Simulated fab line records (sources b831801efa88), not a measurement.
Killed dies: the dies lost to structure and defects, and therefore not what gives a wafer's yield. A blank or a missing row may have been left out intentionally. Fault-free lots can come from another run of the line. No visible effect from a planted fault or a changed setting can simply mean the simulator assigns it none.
Matching of chambers + flow gf180mcu + GF_POLY_GATE_ETCH_13 on rie-si-02 has 4 sister chambers
The step etches poly-Si in HBr/Cl2, stops on SiO2, target depth 198.5 nm, time 69.6 s. 14 wafers are shown with their chamber, then 7 later ones without.

## WAFERS, EACH WITH ITS CHAMBER
| wafer  | chamber | drypump-motor-current-A (A) | oes-product-au (a.u.) | throttle-valve-pct (%) |
|--------|---------|-----------------------------|-----------------------|------------------------|
| L314.4 | 1       | 5.4                         | 0.982                 | 33.673                 |
| L314.5 | 0       | 5.5                         | 0.977                 | 33.682                 |
| L314.6 | 3       | 6.2                         | 0.993                 | 33.686                 |
| L315.3 | 2       | 4.8                         | 0.988                 | 33.695                 |
| L315.5 | 2       | 4.8                         | 0.988                 | 33.686                 |
| L315.6 | 1       | 5.4                         | 0.981                 | 33.682                 |
| L318.1 | 1       | 5.4                         | 0.991                 | 33.684                 |
| L318.4 | 0       | 5.6                         | 0.973                 | 33.700                 |
| L318.6 | 3       | 6.2                         | 0.976                 | 33.675                 |
| L324.3 | 0       | 5.6                         | 0.979                 | 33.690                 |
| L324.4 | 1       | 5.4                         | 0.982                 | 33.674                 |
| L324.5 | 1       | 5.4                         | 0.980                 | 33.685                 |
| L326.1 | 2       | 4.8                         | 0.982                 | 33.681                 |
| L326.2 | 1       | 5.4                         | 0.988                 | 33.672                 |

SIGNATURES (means of the wafers above)
| reading                 | chamber 0 | chamber 1 | chamber 2 | chamber 3 | scatter within a chamber |
|-------------------------|-----------|-----------|-----------|-----------|--------------------------|
| drypump-motor-current-A | 5.567     | 5.400     | 4.800     | 6.200     | 0.0258                   |
| oes-product-au          | 0.97633   | 0.98400   | 0.98600   | 0.98450   | 0.00534                  |
| throttle-valve-pct      | 33.69067  | 33.67833  | 33.68733  | 33.68050  | 0.00708                  |
Rule: a wafer's distance from a chamber is the root of the sum, over the readings, of the square of ((its reading less the chamber's mean) divided by the reading's scatter). If the next closest chamber is less than 2 further off than the closest, the wafer can't be placed; otherwise it belongs to the closest. The scatter is the square root of a quotient: the sum, over the shown wafers, of each reading's squared deviation from its chamber's mean, divided by wafers minus chambers.

## WAFERS WITH NO CHAMBER GIVEN
| wafer  | drypump-motor-current-A (A) | oes-product-au (a.u.) | throttle-valve-pct (%) |
|--------|-----------------------------|-----------------------|------------------------|
| L326.6 | 5.6                         | 0.988                 | 33.706                 |
| L331.2 | 6.2                         | 0.976                 | 33.660                 |
| L331.5 | 5.6                         | 0.982                 | 33.680                 |
| L331.6 | 6.2                         | 0.980                 | 33.675                 |
| L334.2 | 5.6                         | 0.984                 | 33.687                 |
| L334.3 | 6.2                         | 0.992                 | 33.688                 |
| L334.4 | 5.4                         | 1.003                 | 33.687                 |

## CHAMBER TAKEN BY EACH
| wafer  | from the rows above | in truth |
|--------|---------------------|----------|
| L326.6 | 0                   | 0        |
| L331.2 | 3                   | 3        |
| L331.5 | 0                   | 0        |
| L331.6 | 3                   | 3        |
| L334.2 | 0                   | 0        |
| L334.3 | 3                   | 3        |
| L334.4 | 1                   | 1        |
Placed correctly: 7 of 7. Can't be placed from these rows: 0. Placed wrongly: 0.
